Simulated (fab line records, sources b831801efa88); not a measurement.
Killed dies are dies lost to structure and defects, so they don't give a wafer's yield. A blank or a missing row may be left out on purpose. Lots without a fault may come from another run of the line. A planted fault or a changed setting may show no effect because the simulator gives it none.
fab line records | flow gf180mcu
record lots=11 wafers=33 last_day=36
route steps=602 shown STI@14 M1@320 V1@361
lots that met no fault: from a run of the same line without faults
start_h: hours from the record's first day to the start of the lot's first wafer shown | wait_h: hours since the lot's step before | " the same as in the row above | L1.1+2: a row that stands for several wafers | - no value, or no start given | * or withheld: withheld | < > ~ a bound
route shown NAME@n: a module of which the file shows steps, and the number in the route of the first | usual: mean/standard deviation of fault-free wafers | same: alike in all rows | chamber/n: place in a boat | sites: the reading at each site | _std_site: their standard deviation | _edge_site: outer sites' mean less inner sites' | radius_mm: how far each site lies from the wafer's centre | mask NAME#n: copy n | behind: the tool/chamber that last shaped the wafer | hold: why the lot was held/for how many hours/how that ended | device: the transistor (n, p or np) that didn't switch | end of line: the same wafers' tests at the end of the route | a step without rows: its recipe alone | killed: dies lost to structure and defects at the first sort, not the wafer's yield | map: a wafer's dies, x killed, . not, _ none there
set.NAME: the setting as run; set.NAME@STEP: as run at that earlier step | model.NAME: the simulator's own value behind a step, which no gauge read
steps of the route over a sample of lots; a table a step, a row a wafer
services: from which hour (start_h, from the record's first day; less than 0 if before it) a tool's chamber was out of use, for how many hours, and why
## steps
# step GF_STI_ETCH_13
# recipe chemistry=CHF3/O2 stop_on=Si over_etch_frac=0.3 target_depth_a=2823.1 source_w=600 bias_w=200 pressure_mtorr=40 chf3_flow_sccm=50 O2_flow_sccm=5 time_s=112.9
# usual chf3_flow_sccm=50.00/0.14 drypump_motor_current_A=5.9/0.41 oes_product_au=0.832/0.0059 over_etch_frac=0.3/0 throttle_valve_pct=8.810/0.0085
# columns lot.wafer tool chamber start_h wait_h chf3_flow_sccm drypump_motor_current_A oes_product_au over_etch_frac rf_hours_counter_h throttle_valve_pct
L699.2 rie_diel-02 1 26.89 0.1 50.19 6.2 0.839 0.3 39 8.817
L699.5 " 3 " " 50.24 5.4 0.830 0.3 - 8.798
L699.6 " 2 " " 49.88 5.9 0.837 0.3 - 8.814
L700.3 rie_diel-03 3 33.47 0.1 49.81 5.6 0.851 0.3 94 8.806
L700.5 " 2 " " 49.95 6.5 0.839 0.3 - 8.814
L700.6 " 3 " " 49.92 5.6 0.837 0.3 - 8.816
L701.1 rie_diel-02 3 37.14 0.1 50.19 5.4 0.839 0.3 77 8.813
L701.4 " 0 " " 50.03 6.2 0.834 0.3 71 8.813
L701.6 " 2 " " 50.02 5.9 0.843 0.3 - 8.821
L702.1 rie_diel-01 3 41.94 0.1 50.08 5.0 0.826 0.3 153 8.822
L702.3 " 0 " " 49.90 6.2 0.830 0.3 57 8.818
L702.5 " 2 " " 50.01 6.2 0.831 0.3 - 8.811
L703.1 rie_diel-01 0 47.54 0.1 50.06 6.2 0.838 0.3 57 8.811
L703.5 " 0 " " 49.80 6.2 0.827 0.3 - 8.811
L703.6 " 3 " " 50.25 5.0 0.831 0.3 - 8.812
L704.1 rie_diel-01 0 51.94 0.1 50.03 6.2 0.833 0.3 57 8.837
L704.2 " 3 " " 49.90 5.0 0.835 0.3 153 8.812
L704.6 " 1 " " 49.89 6.2 0.836 0.3 - 8.799
L707.2 rie_diel-01 3 67.69 0.1 50.23 4.9 0.695 0.86019 153 8.750
L707.4 " 1 " " 50.18 6.2 0.843 0.3 116 8.805
L707.6 " 3 " " 50.23 5.0 0.700 0.86019 - 8.789
L714.2 rie_diel-03 3 104.54 0.1 49.95 5.7 0.833 0.3 96 8.796
L714.4 " 2 " " 50.08 6.5 0.836 0.3 32 8.810
L714.6 " 2 " " 49.90 6.5 0.833 0.3 - 8.810
L719.1 rie_diel-03 3 130.64 0.1 49.89 5.7 0.832 0.3 97 8.809
L719.3 " 1 " " 49.95 5.9 0.826 0.3 129 8.810
L719.4 " 0 " " 49.85 5.8 0.832 0.3 147 8.807
L720.1 rie_diel-02 1 135.54 0.1 50.08 6.2 0.821 0.3 42 8.781
L720.3 " 2 " " 50.00 5.9 0.821 0.3 149 8.797
L720.4 " 0 " " 49.94 6.2 0.827 0.3 73 8.817
L722.3 rie_diel-02 2 145.81 0.1 50.04 5.9 0.830 0.3 149 8.815
L722.4 " 0 " " 50.11 6.2 0.823 0.3 73 8.818
L722.5 " 3 " " 49.88 5.4 0.836 0.3 - 8.823
# step GF_STI_STRIP_15
# recipe chemistry=O2/N2 power_w=1400 pressure_mtorr=1500 platen_temp_c=250 o2_flow_sccm=3000 n2_flow_sccm=300 overash_fraction=0.5
# usual drypump_motor_current_A=5.7/0.42 heater_power_w=326/42 oes_product_au=0.384/0.0051 strip_time_to_endpoint_s=3.73/0.047
# columns lot.wafer tool chamber start_h wait_h drypump_motor_current_A heater_power_w oes_product_au rf_hours_counter_h strip_time_to_endpoint_s
L699.2 plasma_asher-01 1 27.05 0.0 5.7 281 0.386 32 3.68
L699.5 " 0 " " 5.0 306 0.383 - 3.68
L699.6 " 1 " " 5.7 275 0.375 - 3.68
L700.3 plasma_asher-02 0 33.65 0.1 5.9 301 0.378 - 3.68
L700.5 " 0 " " 5.9 308 0.384 - 3.71
L700.6 " 1 " " 6.2 401 0.380 - 3.72
L701.1 plasma_asher-04 0 37.30 0.0 5.6 384 0.381 34 3.68
L701.4 " 0 " " 5.6 371 0.382 - 3.72
L701.6 " 0 " " 5.6 382 0.395 - 3.76
L702.1 plasma_asher-02 0 42.10 0.0 5.9 315 0.383 22 3.78
L702.3 " 1 " " 6.2 401 0.385 - 3.74
L702.5 " 0 " " 5.9 299 0.385 - 3.74
L703.1 plasma_asher-01 0 47.70 0.0 5.0 304 0.380 34 3.77
L703.5 " 1 " " 5.7 275 0.388 - 3.72
L703.6 " 0 " " 4.9 307 0.379 - 3.77
L704.1 plasma_asher-01 1 52.10 0.0 5.7 268 0.379 34 3.72
L704.2 " 0 " " 4.9 303 0.390 34 3.82
L704.6 " 0 " " 4.9 303 0.385 - 3.77
L707.2 plasma_asher-02 1 67.85 0.0 6.2 398 0.341 25 2.62
L707.4 " 1 " " 6.3 399 0.387 - 3.72
L707.6 " 1 " " 6.2 396 0.342 - 2.66
L714.2 plasma_asher-04 0 104.70 0.0 5.7 377 0.378 42 3.69
L714.4 " 0 " " 5.6 388 0.375 - 3.73
L714.6 " 1 " " 5.7 317 0.379 - 3.72
L719.1 plasma_asher-04 1 130.80 0.0 5.8 313 0.387 46 3.75
L719.3 " 0 " " 5.6 380 0.379 - 3.73
L719.4 " 1 " " 5.8 313 0.382 - 3.79
L720.1 plasma_asher-01 1 135.70 0.0 5.7 285 0.375 2 3.71
L720.3 " 1 " " 5.7 282 0.389 - 3.74
L720.4 " 0 " " 4.9 324 0.378 - 3.71
L722.3 plasma_asher-02 1 146.00 0.1 6.2 387 0.383 - 3.68
L722.4 " 0 " " 5.9 303 0.383 - 3.66
L722.5 " 0 " " 5.9 301 0.394 - 3.66
# step GF_M1_RS_MEAS_05
# recipe thk_meas_gauge=four-point-probe reads=TiN_of_M1_SPUTTER_04+Ti_of_M1_SPUTTER_03+AlCu_of_M1_SPUTTER_02+TiN_of_M1_SPUTTER_01+Ti_of_M1_SPUTTER_00
# usual M1_ALCU_RS=0.0697/0.00071
# columns lot.wafer tool chamber start_h wait_h M1_ALCU_RS[ohm/sq]
L699.2 film_metro-03 - 408.56 0.0 0.0697
L699.5 " - " " 0.0703
L699.6 " - " " 0.0706
L700.3 film_metro-04 - 421.70 0.1 0.0701
L700.5 " - " " 0.0700
L700.6 " - " " 0.0699
L701.1 film_metro-04 - 428.27 0.0 0.0696
L701.4 " - " " 0.0699
L701.6 " - " " 0.0695
L702.1 film_metro-01 - 437.78 0.0 0.0703
L702.3 " - " " 0.0688
L702.5 " - " " 0.0699
L703.1 film_metro-04 - 441.79 0.0 0.0697
L703.5 " - " " 0.0692
L703.6 " - " " 0.0699
L704.1 film_metro-03 - 455.18 0.0 0.0699
L704.2 " - " " 0.0692
L704.6 " - " " 0.0705
L707.2 film_metro-04 - 482.76 0.0 0.0701
L707.4 " - " " 0.0702
L707.6 " - " " 0.0707
L714.2 film_metro-04 - 536.25 0.0 0.0705
L714.4 " - " " 0.0694
L714.6 " - " " 0.0702
L719.1 film_metro-03 - 570.38 0.0 0.0691
L719.3 " - " " 0.0686
L719.4 " - " " 0.0683
L720.1 film_metro-04 - 578.53 0.0 0.0698
L720.3 " - " " 0.0711
L720.4 " - " " 0.0708
L722.3 film_metro-01 - 592.28 0.1 0.0693
L722.4 " - " " 0.0697
L722.5 " - " " 0.0700
# step GF_M1_METAL_ETCH_16
# recipe chemistry=Cl2/BCl3 mask_material=KrF target_depth_nm=750.8 stop_on=SiO2 pressure_mtorr=8 icp_w=800 bias_w=140 Cl2_flow_sccm=80 bcl3_flow_sccm=40 time_s=125.1
# usual drypump_motor_current_A=5.4/0.31 he_backside_leak_sccm=3.36/0.23 oes_product_au=0.989/0.0083 throttle_valve_pct=28.230/0.0099
# columns lot.wafer tool chamber start_h wait_h drypump_motor_current_A he_backside_leak_sccm oes_product_au rf_hours_counter_h throttle_valve_pct
L699.2 rie_metal-04 0 432.50 0.0 6.2 2.92 0.993 6 28.223
L699.5 " 0 " " 6.2 3.24 1.005 - 28.235
L699.6 " 1 " " 5.0 3.39 0.993 - 28.237
L700.3 rie_metal-02 1 445.82 0.1 5.4 3.38 0.990 - 28.223
L700.5 " 1 " " 5.3 3.55 0.987 - 28.219
L700.6 " 0 " " 5.5 2.95 1.000 - 28.234
L701.1 rie_metal-03 1 453.77 0.0 5.2 3.42 0.985 3 28.232
L701.4 " 1 " " 5.3 3.47 0.991 - 28.242
L701.6 " 1 " " 5.3 3.49 0.985 - 28.228
L702.1 rie_metal-02 0 463.74 0.0 5.5 3.28 0.995 8 28.218
L702.3 " 1 " " 5.4 3.57 0.988 - 28.233
L702.5 " 0 " " 5.6 3.38 0.993 - 28.213
L703.1 rie_metal-03 1 467.07 0.0 5.3 3.52 0.980 4 28.244
L703.5 " 1 " " 5.2 3.55 0.973 - 28.255
L703.6 " 1 " " 5.3 3.46 0.985 - 28.239
L704.1 rie_metal-03 0 480.37 0.0 5.5 3.30 0.988 0 28.219
L704.2 " 1 " " 5.2 3.44 0.985 4 28.235
L704.6 " 1 " " 5.2 3.46 0.988 - 28.234
L707.2 rie_metal-03 1 507.97 0.0 5.2 3.59 0.982 5 28.229
L707.4 " 1 " " 5.2 3.52 0.968 - 28.230
L707.6 " 1 " " 5.2 3.53 0.980 - 28.233
L714.2 rie_metal-03 0 560.51 0.0 5.5 3.26 0.988 2 28.248
L714.4 " 0 " " 5.5 3.46 0.991 - 28.227
L714.6 " 0 " " 5.5 3.33 0.990 - 28.224
L719.1 rie_metal-03 1 592.92 0.0 5.3 3.50 0.975 7 28.247
L719.3 " 0 " " 5.5 3.06 0.991 - 28.223
L719.4 " 1 " " 5.2 4.89 0.976 - 28.240
L720.1 rie_metal-03 0 601.04 0.0 5.5 3.14 0.981 4 28.225
L720.3 " 0 " " 5.5 3.15 0.991 - 28.225
L720.4 " 1 " " 5.2 3.59 0.979 - 28.245
L722.3 rie_metal-03 1 615.21 0.1 5.3 3.57 0.968 - 28.237
L722.4 " 0 " " 5.5 3.35 1.002 - 28.232
L722.5 " 0 " " 5.5 3.41 0.992 - 28.237
# step GF_V1_CMP_26
# recipe stop_on=SiO2 down_force_psi=3.5 platen_rpm=60 t_overpolish_s=15 target_thk_nm=0 pad_velocity_m_s=0.94248
# usual motor_current_A=10.6/1.1 overpolish_run_s=15.000/0.0094 time_to_endpoint_s=85/3.7
# columns lot.wafer tool chamber start_h wait_h motor_current_A overpolish_run_s time_to_endpoint_s
L699.2 cmp-01 1 459.99 0.1 9.8 15.008 90
L699.5 " 3 " " 9.5 15.006 87
L699.6 " 0 " " 11.5 14.997 89
L700.3 cmp-02 3 474.03 0.1 9.8 14.996 91
L700.5 " 2 " " 11.5 14.996 80
L700.6 " 3 " " 9.5 15.000 89
L701.4 cmp-01 2 481.77 0.0 10.2 14.983 82
L701.1 " 0 " " 11.0 15.009 81
L701.6 " 3 " " 8.4 15.010 81
L702.1 cmp-01 1 491.62 0.1 10.5 14.990 86
L702.3 " 2 " " 10.4 14.987 82
L702.5 " 0 " " 10.7 15.000 85
L703.1 cmp-02 3 495.43 0.1 9.8 15.005 91
L703.5 " 3 " " 9.8 14.994 89
L703.6 " 0 " " 10.7 14.998 83
L704.1 cmp-02 1 508.16 0.1 13.2 14.999 89
L704.2 " 3 " " 9.5 14.986 92
L704.6 " 2 " " 10.7 15.008 84
L707.2 cmp-02 3 535.03 0.1 9.6 15.001 96
L707.4 " 0 " " 10.6 15.017 90
L707.6 " 2 " " 11.5 14.985 83
L714.2 cmp-01 2 586.08 0.0 10.6 14.984 85
L714.4 " 1 " " 10.0 14.995 84
L714.6 " 2 " " 10.1 15.014 82
L719.4 cmp-02 1 616.69 0.0 12.9 14.999 84
L719.1 " 3 " " 10.0 14.992 92
L719.3 " 0 " " 10.8 14.998 88
L720.4 cmp-01 2 625.62 0.0 10.1 15.017 87
L720.1 " 3 " " 8.9 14.997 85
L720.3 " 0 " " 11.2 15.013 85
L722.4 cmp-01 1 639.86 0.3 9.9 15.013 90
L722.3 " 3 " " 8.7 14.986 84
L722.5 " 0 " " 11.2 15.007 84
## services
# columns tool chamber start_h hours kind
cmp-01 - 64.00 4.0 pm
cmp-01 - 77.35 0.4 repair
cmp-02 - 109.42 0.7 repair
cmp-02 - 112.29 4.5 repair
cmp-01 - 114.91 5.0 repair
cmp-02 - 117.70 6.4 repair
cmp-02 - 124.05 3.2 pm
cmp-01 - 154.77 2.5 repair
cmp-02 - 177.81 1.4 repair
cmp-01 - 188.21 4.3 repair
cmp-01 - 188.82 3.8 repair
rie_metal-03 0 288.23 2.1 repair
cmp-01 - 323.37 4.4 pm
cmp-01 - 374.57 1.0 repair
cmp-01 - 388.70 0.4 repair
rie_metal-03 - 397.96 2.8 pm
cmp-01 - 404.00 4.0 pm
cmp-01 - 413.12 1.7 repair
cmp-01 - 479.56 0.9 repair
cmp-01 - 498.90 4.0 repair
cmp-01 - 534.52 4.0 repair
cmp-01 - 568.51 2.8 repair
cmp-01 - 609.64 1.2 repair
cmp-01 - 631.18 1.2 repair
## key
first_sign step=GF_STI_ETCH_13 reading=over_etch_frac direction=up sigmas=99+ usual=0.3 struck=0.86019
effect step=GF_STI_ETCH_13 reading=oes_product_au direction=down sigmas=23 usual=0.832 struck=0.697
effect step=GF_STI_STRIP_15 reading=strip_time_to_endpoint_s direction=down sigmas=23 usual=* struck=*
met_at GF_STI_ETCH_13
struck_lots L707
struck_wafers L707.2,L707.6
tester_left_out L707
not_acting_at GF_M1_RS_MEAS_05,GF_M1_METAL_ETCH_16,GF_V1_CMP_26
onset_between 51.94 67.69
fault kind=process_parameter_drift tool=rie_diel-01 chamber=3 onset_h=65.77 steps=GF_STI_ETCH_13 channel=over_etch_frac offset=0.56019 shape=step end_h=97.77 stated=0.3
# tester_left_out: of these lots the tester's yield and bins aren't shown, on N5 and GAA mostly nor the transistor test; their killed dies are dies lost to structure and defects alone, not to doping, threshold or leakage, so they don't give the yield
